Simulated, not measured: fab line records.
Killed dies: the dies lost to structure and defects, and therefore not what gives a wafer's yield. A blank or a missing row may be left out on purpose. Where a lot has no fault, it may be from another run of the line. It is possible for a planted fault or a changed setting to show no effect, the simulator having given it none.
fab line records	flow sky130
record lots=12	wafers=36	last-day=50
route steps=708 shown NWELL@81 SONOS_ONO@171 POLY_GATE@224 LDD_P@266 PAD_OPEN@708
lots untouched by any fault: they come from a run of this same line in which no faults occurred
start-h: the number of hours between the record's first day and the start of the first shown wafer of the lot	wait-h: hours elapsed since this lot's preceding step	" the same as in the row above	L1.1+2: a row that stands for several wafers	- no value present, or no start provided	* or withheld: withheld	< > ~ a bound
route shown NAME@n: names a module that has steps shown in the file, with the first one's number in the route	usual: average and standard deviation across the fault-free wafers	same: alike in all rows	chamber/n: place in a boat	sites: each site's reading	_std_site: the values' standard deviation	_edge_site: mean of outer sites minus mean of inner sites	radius-mm: for every site, how far away it sits from the centre of the wafer	mask NAME#n: copy n	behind: tool/chamber where the wafer was last shaped	hold: what put the lot on hold/how long, in hours/how the hold closed	device: names the non-switching transistor (n, p or np)	end of line: at the end of the route, the tests of the same wafers	a step with no rows: only its recipe	killed: at the first sort, the dies lost to defects and structure; wafer yield is something else	map: a wafer's dies, marking killed ones x, the rest . and places with no die _
set.NAME: setting as actually run; set.NAME@STEP: the setting as run at that earlier step	model.NAME: the simulator's own value behind a step, which no gauge read
route steps across a sampled set of lots; one table per step, one row per wafer
services: when a tool's chamber went out of use (start-h, in hours from the record's first day, below 0 if earlier), for how many hours, and the reason
## steps
# step SKY_NWELL_RTA_28
# recipe temp-c=1050	time-s=30	idle-temp-c=650	ramp-up-c-per-s=150	ramp-down-c-per-s=90	ambient=N2
# usual lamp-power-pct=25.30/0.051	wafer_temp_C_max=1055.0/1.1
lot.wafer	tool	chamber	start-h	wait-h	lamp-power-pct	wafer_temp_C_max
L826.2	rtp-anneal-01	0	104.50	0.0	25.32	1055.5
L826.4	"	0	"	"	25.31	1055.0
L826.5	"	0	"	"	25.30	1055.2
L828.1	rtp-anneal-02	0	119.88	0.0	25.24	1055.5
L828.2	"	0	"	"	25.34	1056.5
L828.5	"	0	"	"	25.27	1056.0
L829.1	rtp-anneal-01	0	120.09	0.0	25.30	1056.0
L829.3	"	0	"	"	25.30	1055.2
L829.4	"	0	"	"	25.31	1055.4
L830.1	rtp-anneal-01	0	129.64	0.0	25.38	1053.8
L830.3	"	0	"	"	25.21	1055.0
L830.6	"	0	"	"	25.30	1053.6
L831.1	rtp-anneal-02	0	133.14	0.0	25.42	1055.0
L831.3	"	0	"	"	25.26	1054.2
L831.6	"	0	"	"	25.28	1055.2
L833.1	rtp-anneal-01	0	146.33	0.0	25.37	1054.9
L833.5	"	0	"	"	25.22	1055.3
L833.6	"	0	"	"	25.26	1056.2
L834.1	rtp-anneal-01	0	153.28	0.0	25.30	1056.7
L834.4	"	0	"	"	25.30	1054.7
L834.6	"	0	"	"	25.23	1054.2
L836.2	rtp-anneal-02	0	169.81	0.0	25.23	1054.8
L836.3	"	0	"	"	25.33	1052.9
L836.5	"	0	"	"	25.37	1053.7
L839.2	rtp-anneal-01	0	186.66	0.0	25.28	1054.9
L839.4	"	0	"	"	25.34	1057.0
L839.5	"	0	"	"	25.40	1055.3
L841.1	rtp-anneal-01	0	197.24	0.0	25.37	1054.8
L841.2	"	0	"	"	25.28	1056.1
L841.3	"	0	"	"	25.34	1056.6
L848.2	rtp-anneal-02	0	235.86	0.0	25.22	1055.6
L848.4	"	0	"	"	25.32	1054.9
L848.6	"	0	"	"	25.33	1055.6
L849.1	rtp-anneal-02	0	250.73	0.0	25.32	1053.0
L849.3	"	0	"	"	25.36	1053.6
L849.4	"	0	"	"	25.39	1053.9
# step SKY_SONOS_ONO_THK_MEAS_03
# recipe reads=Si3N4_of_SONOS_ONO_CVD_02
# usual SONOS_ONO_CVD_02_THK=10.50/0.15
lot.wafer	tool	chamber	start-h	wait-h	SONOS_ONO_CVD_02_THK[nm]
L826.2	film-metro-01	-	255.60	0.0	10.61
L826.4	"	-	"	"	10.42
L826.5	"	-	"	"	10.46
L828.1	film-metro-04	-	275.64	0.0	10.54
L828.2	"	-	"	"	10.56
L828.5	"	-	"	"	10.67
L829.1	film-metro-01	-	276.99	0.0	10.73
L829.3	"	-	"	"	10.72
L829.4	"	-	"	"	10.62
L830.1	film-metro-02	-	287.56	0.0	10.69
L830.3	"	-	"	"	10.61
L830.6	"	-	"	"	10.72
L831.1	film-metro-01	-	290.75	0.0	10.19
L831.3	"	-	"	"	10.18
L831.6	"	-	"	"	10.16
L833.1	film-metro-04	-	310.63	0.0	10.48
L833.5	"	-	"	"	10.47
L833.6	"	-	"	"	10.55
L834.1	film-metro-02	-	321.25	0.0	10.48
L834.4	"	-	"	"	10.50
L834.6	"	-	"	"	10.52
L836.2	film-metro-01	-	341.25	0.0	10.37
L836.3	"	-	"	"	10.39
L836.5	"	-	"	"	10.33
L839.2	film-metro-02	-	362.14	0.0	10.55
L839.4	"	-	"	"	10.67
L839.5	"	-	"	"	10.53
L841.1	film-metro-02	-	376.90	0.0	10.49
L841.2	"	-	"	"	10.50
L841.3	"	-	"	"	10.57
L848.2	film-metro-02	-	429.11	0.0	10.48
L848.4	"	-	"	"	10.50
L848.6	"	-	"	"	10.34
L849.1	film-metro-01	-	445.59	0.0	10.33
L849.3	"	-	"	"	10.46
L849.4	"	-	"	"	10.36
# step SKY_POLY_GATE_EXPOSE_10
# recipe mask-id=P1M	na=0.68	source-shape=conventional	sigma-outer=0.6	target-cd-nm=150	dose-mj=28
# usual stage-vel-mm-s=499.98/0.24
# same na=0.68
lot.wafer	tool	chamber	start-h	wait-h	mask	stage-vel-mm-s
L826.2	krf-scanner-01	0	356.41	-	P1M#0	499.77
L826.4	"	0	"	"	P1M#0	500.13
L826.5	"	0	"	"	P1M#0	499.75
L828.1	krf-scanner-02	0	377.79	-	P1M#0	500.26
L828.2	"	0	"	"	P1M#0	500.04
L828.5	"	0	"	"	P1M#0	500.09
L829.1	krf-scanner-01	0	379.21	-	P1M#0	499.86
L829.3	"	0	"	"	P1M#0	499.80
L829.4	"	0	"	"	P1M#0	499.62
L830.1	krf-scanner-01	0	390.44	-	P1M#0	500.25
L830.3	"	0	"	"	P1M#0	499.94
L830.6	"	0	"	"	P1M#0	499.78
L831.1	krf-scanner-02	0	395.91	-	P1M#0	499.88
L831.3	"	0	"	"	P1M#0	499.88
L831.6	"	0	"	"	P1M#0	499.66
L833.1	krf-scanner-02	0	417.01	-	P1M#0	500.26
L833.5	"	0	"	"	P1M#0	500.17
L833.6	"	0	"	"	P1M#0	500.13
L834.1	krf-scanner-02	0	432.94	-	P1M#0	500.03
L834.4	"	0	"	"	P1M#0	499.96
L834.6	"	0	"	"	P1M#0	500.30
L836.2	krf-scanner-02	0	455.19	-	P1M#0	500.72
L836.3	"	0	"	"	P1M#0	500.58
L836.5	"	0	"	"	P1M#0	500.25
L839.2	krf-scanner-02	0	479.04	-	P1M_R1#0	499.87
L839.4	"	0	"	"	P1M_R1#0	499.72
L839.5	"	0	"	"	P1M_R1#0	499.86
L841.1	krf-scanner-02	0	492.36	-	P1M#0	499.77
L841.2	"	0	"	"	P1M#0	499.74
L841.3	"	0	"	"	P1M#0	500.15
L848.2	krf-scanner-02	0	547.15	-	P1M#0	499.97
L848.4	"	0	"	"	P1M#0	499.92
L848.6	"	0	"	"	P1M#0	499.62
L849.1	krf-scanner-02	0	562.83	-	P1M#0	499.86
L849.3	"	0	"	"	P1M#0	499.70
L849.4	"	0	"	"	P1M#0	499.83
# step SKY_POLY_GATE_CD_MEAS_13
# recipe target-cd-nm=150
# usual cd-nm=149.8/1.5
lot.wafer	tool	chamber	start-h	wait-h	cd-nm
L826.2	cd-sem-01	-	370.05	-	149.4
L826.4	"	-	"	"	149.3
L826.5	"	-	"	"	148.3
L828.1	cd-sem-02	-	391.64	-	148.8
L828.2	"	-	"	"	148.1
L828.5	"	-	"	"	147.4
L829.1	cd-sem-01	-	393.74	-	150.5
L829.3	"	-	"	"	149.2
L829.4	"	-	"	"	150.8
L830.1	cd-sem-01	-	405.34	-	149.1
L830.3	"	-	"	"	148.4
L830.6	"	-	"	"	148.7
L831.1	cd-sem-01	-	409.99	-	149.8
L831.3	"	-	"	"	148.6
L831.6	"	-	"	"	148.4
L833.1	cd-sem-02	-	431.54	-	150.3
L833.5	"	-	"	"	149.3
L833.6	"	-	"	"	149.1
L834.1	cd-sem-02	-	448.63	-	151.0
L834.4	"	-	"	"	151.8
L834.6	"	-	"	"	150.3
L836.2	cd-sem-01	-	470.06	-	149.5
L836.3	"	-	"	"	150.4
L836.5	"	-	"	"	149.6
L839.2	cd-sem-02	-	493.86	-	162.6
L839.4	"	-	"	"	162.0
L839.5	"	-	"	"	162.4
L841.1	cd-sem-02	-	507.09	-	150.6
L841.2	"	-	"	"	148.3
L841.3	"	-	"	"	148.9
L848.2	cd-sem-02	-	561.15	-	150.9
L848.4	"	-	"	"	150.9
L848.6	"	-	"	"	151.8
L849.1	cd-sem-02	-	577.64	-	150.5
L849.3	"	-	"	"	151.5
L849.4	"	-	"	"	150.2
# step SKY_LDD_P_TW_MEAS_11
# usual LDD_P_TW=640/3.7
lot.wafer	tool	chamber	start-h	wait-h	LDD_P_TW
L826.2	film-metro-04	-	432.31	0.1	646
L826.4	"	-	"	"	643
L826.5	"	-	"	"	646
L829.1	film-metro-02	-	458.25	0.1	637
L829.3	"	-	"	"	637
L829.4	"	-	"	"	637
L828.1	film-metro-03	-	458.35	0.1	633
L828.2	"	-	"	"	635
L828.5	"	-	"	"	635
L830.1	film-metro-03	-	471.10	0.1	634
L830.3	"	-	"	"	633
L830.6	"	-	"	"	633
L831.1	film-metro-02	-	475.95	0.1	639
L831.3	"	-	"	"	643
L831.6	"	-	"	"	639
L833.1	film-metro-03	-	497.70	0.1	641
L833.5	"	-	"	"	638
L833.6	"	-	"	"	643
L834.1	film-metro-04	-	512.75	0.1	642
L834.4	"	-	"	"	641
L834.6	"	-	"	"	639
L836.2	film-metro-02	-	538.00	0.1	636
L836.3	"	-	"	"	633
L836.5	"	-	"	"	636
L839.2	film-metro-03	-	558.46	0.1	640
L839.4	"	-	"	"	639
L839.5	"	-	"	"	638
L841.1	film-metro-02	-	571.19	0.1	640
L841.2	"	-	"	"	638
L841.3	"	-	"	"	637
L848.2	film-metro-02	-	624.20	0.1	638
L848.4	"	-	"	"	638
L848.6	"	-	"	"	639
L849.1	film-metro-02	-	639.64	0.1	642
L849.3	"	-	"	"	638
L849.4	"	-	"	"	642
# step SKY_PAD_OPEN_PROBE_99
# usual killed_at_M0_to_M3=42/7.6	killed_at_M4_up=2.9/1.7	killed-at-contacts=24/5.1	killed-at-front-end=15/4	killed-at-other=0.2/0.38	killed-dies=84/9.9	killed-open=46/7.2	killed-short=38/6.6
# same gross-dies=492	killed-at-back-side=0
lot.wafer	tool	chamber	start-h	wait-h	killed_at_M0_to_M3	killed_at_M4_up	killed-at-contacts	killed-at-front-end	killed-at-other	killed-dies	killed-open	killed-short
L839.4	prober-01	-	1156.85	0.2	43	5	29	17	0	94	52	41
L839.5	prober-01	-	1156.90	0.2	35	2	27	14	0	78	40	38
# killed by level:class
L839.4 CONTACT:geometric-particle:open=12 VIA2:geometric-particle:open=10 VIA1:geometric-particle:open=8 LI_CONTACT:geometric-particle:open=6 FIELD_ISO:geometric-particle:short=5 CONTACT:geometric-particle:short=5 LI_CONTACT:geometric-particle:short=5 METAL4:geometric-particle:short=4
L839.5 CONTACT:geometric-particle:short=10 VIA2:geometric-particle:open=10 CONTACT:geometric-particle:open=6 VIA1:geometric-particle:open=6 FIELD_ISO:geometric-particle:short=5 LI_CONTACT:geometric-particle:open=5 LI_CONTACT:geometric-particle:short=5 METAL1:geometric-particle:short=5
## services
tool	chamber	start-h	hours	kind
krf-scanner-01	-	89.56	0.6	repair
krf-scanner-01	-	97.75	0.8	pm
krf-scanner-02	-	108.65	0.8	pm
krf-scanner-02	-	120.74	1.0	pm
krf-scanner-01	-	139.60	1.3	pm
krf-scanner-02	-	165.34	1.3	pm
krf-scanner-02	-	174.48	4.4	pm
rtp-anneal-02	-	186.17	2.9	pm
krf-scanner-01	-	198.73	4.0	pm
krf-scanner-01	-	202.75	1.0	pm
krf-scanner-02	-	205.41	0.8	repair
krf-scanner-02	-	219.04	139.0	repair
krf-scanner-01	-	295.35	0.8	pm
krf-scanner-01	-	339.55	1.3	pm
krf-scanner-02	-	358.04	0.8	pm
krf-scanner-02	-	358.79	1.0	pm
krf-scanner-02	-	359.79	1.3	pm
krf-scanner-01	-	361.16	3.6	pm
krf-scanner-02	-	426.61	0.6	repair
krf-scanner-02	-	446.25	0.8	pm
krf-scanner-02	-	455.80	4.0	pm
krf-scanner-02	-	459.82	1.0	pm
krf-scanner-02	-	517.14	1.3	pm
krf-scanner-02	-	519.67	1.8	repair
## key
first-sign step=SKY_POLY_GATE_EXPOSE_10	reading=mask	direction=changed
effect step=SKY_POLY_GATE_CD_MEAS_13	reading=cd-nm	direction=up	sigmas=8.5	usual=149.8	struck=162.3
met-at SKY_POLY_GATE_EXPOSE_10
struck-lots L839
tester-left-out L839
not-acting-at SKY_NWELL_RTA_28,SKY_SONOS_ONO_THK_MEAS_03,SKY_LDD_P_TW_MEAS_11
onset-between 455.19 479.04
fault kind=wrong-mask	tool=any	chamber=-	onset-h=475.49	steps=SKY_POLY_GATE_EXPOSE_10	aux-copy=P1M_R1#0	cd-offset-nm=11	scope=struck-lots-only
# tester-left-out: of these lots the tester's yield and bins aren't shown, on N5 and GAA mostly nor the transistor test; their killed dies are dies lost to structure and defects alone, not to doping, threshold or leakage, so they don't give the yield
